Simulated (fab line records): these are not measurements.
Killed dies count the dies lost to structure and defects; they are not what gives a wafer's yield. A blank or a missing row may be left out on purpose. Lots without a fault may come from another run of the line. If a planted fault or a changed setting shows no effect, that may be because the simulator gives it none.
8D (eight disciplines) problem report, filled in by code || flow gf180mcu || the parts of the form that need people (team, actions taken, sign-off) are left out

== 1. WHAT IS WRONG ==
overpolish run s at GF_CONTACT_CMP_27 reads a mean of 0.044 s on 4 wafers of 3 lots; wafers without a fault read 15.000 s with a standard deviation of 0.0098. That is -99 or more standard deviations from the usual mean.
The step: polishes, stops on SiO2, t overpolish 15 s, target thk 0 nm.
The first sign was on wafer L120.6 at day 19 02:48, on cmp-01. The record has a number at this step for 42 wafers belonging to 14 lots. Rule for "out", or "out of limits": more than 4 standard deviations from the usual mean. Any other wafer with a number is counted as sound.

== 2. WHAT IT IS, AND WHAT IT ISN'T ==
{"question": "which readings at this step", "is": "overpolish run s, time to endpoint s", "is not": "motor current A"}
{"question": "which lots", "is": "L120, L122, L123", "is not": "L112, L115, L116, L117, L119, L127, L130, L131, L133, L134, L135"}
{"question": "which wafers of those lots", "is": "L120.6, L122.1, L122.2, L123.2", "is not": "L120.3, L120.5, L122.4, L123.3, L123.4"}
{"question": "read on which tools", "is": "cmp-01", "is not": "cmp-02"}
{"question": "when", "is": "from day 19 02:48", "is not": "up to then (17 sound wafers); but 21 sound wafers of L122, L123, L127, L130, L131, L133, L134, L135 came after"}

== 3. SUSPECTS, AND WHAT RULES EACH OUT ==
Counting: any tool at a process step up to the reading remains a suspect provided it ran every lot that is out. Sound lots after the first of them don't rule it out here, since some wafers of a struck lot are sound.
- pvd sputter-02 at GF_CONTACT_SPUTTER_23 (material TiN, target thk 10 nm, time 40 s): kept. Every lot that is out went through it, the first being L120 (day 19 02:20); the last sound lot it ran before that was L116 (day 17 19:08).
- cmp-01 at GF_CONTACT_CMP_27 (polishes, stops on SiO2, t overpolish 15 s, target thk 0 nm): kept. Every lot that is out went through it, the first being L120 (day 19 02:48); the last sound lot it ran before that was L119 (day 18 22:22). Its own overpolish run s, time to endpoint s readings are out on those wafers.
What counting leaves: pvd sputter-02 at GF_CONTACT_SPUTTER_23 and cmp-01 at GF_CONTACT_CMP_27.

== 4. THE CAUSE (what the simulator had put in) ==
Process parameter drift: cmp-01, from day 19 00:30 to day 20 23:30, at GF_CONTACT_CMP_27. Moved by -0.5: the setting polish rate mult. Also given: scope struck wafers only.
Of the 2 suspects that counting leaves, this tool is one.

== 5. THE CHAIN OF EFFECTS, in route order ==
Rows list readings where the struck wafers' mean (over those with a number) sits beyond 3 standard deviations from the usual. Scope: only readings with a usual standard deviation given in the record; hours: median across lots of the time from each lot's start at the first step in this table that gives one to its start at this step; sigmas: change in usual standard deviations.
{"hours": 0, "step": "GF_CONTACT_CMP_27", "reading": "overpolish run s", "usual": "15.000 s", "on struck wafers": 0.044, "change": -14.956, "sigmas": "-99 or more"}
{"hours": 0, "step": "GF_CONTACT_CMP_27", "reading": "time to endpoint s", "usual": "74.7 s", "on struck wafers": 114.2, "change": "+39.5", "sigmas": "+14"}
{"hours": 291, "step": "GF_PASSIVATION_PROBE_99", "reading": "killed at contacts", "usual": 6.1, "on struck wafers": 448.0, "change": "+441.9", "sigmas": "+99 or more"}
{"hours": 291, "step": "GF_PASSIVATION_PROBE_99", "reading": "killed dies", "usual": 48, "on struck wafers": 492, "change": "+444", "sigmas": "+65"}
{"hours": 291, "step": "GF_PASSIVATION_PROBE_99", "reading": "killed on rim", "usual": 9.1, "on struck wafers": 96.0, "change": "+86.9", "sigmas": "+32"}
Here are the process steps it includes:
- GF_CONTACT_CMP_27: polishes, stops on SiO2, t overpolish 15 s, target thk 0 nm.
- GF_PASSIVATION_PROBE_99

== 6. HOW IT WOULD HAVE BEEN CAUGHT EARLIER ==
The fault began at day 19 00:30; the first out-of-limits reading in this record came at day 19 02:48, 2 hours later.
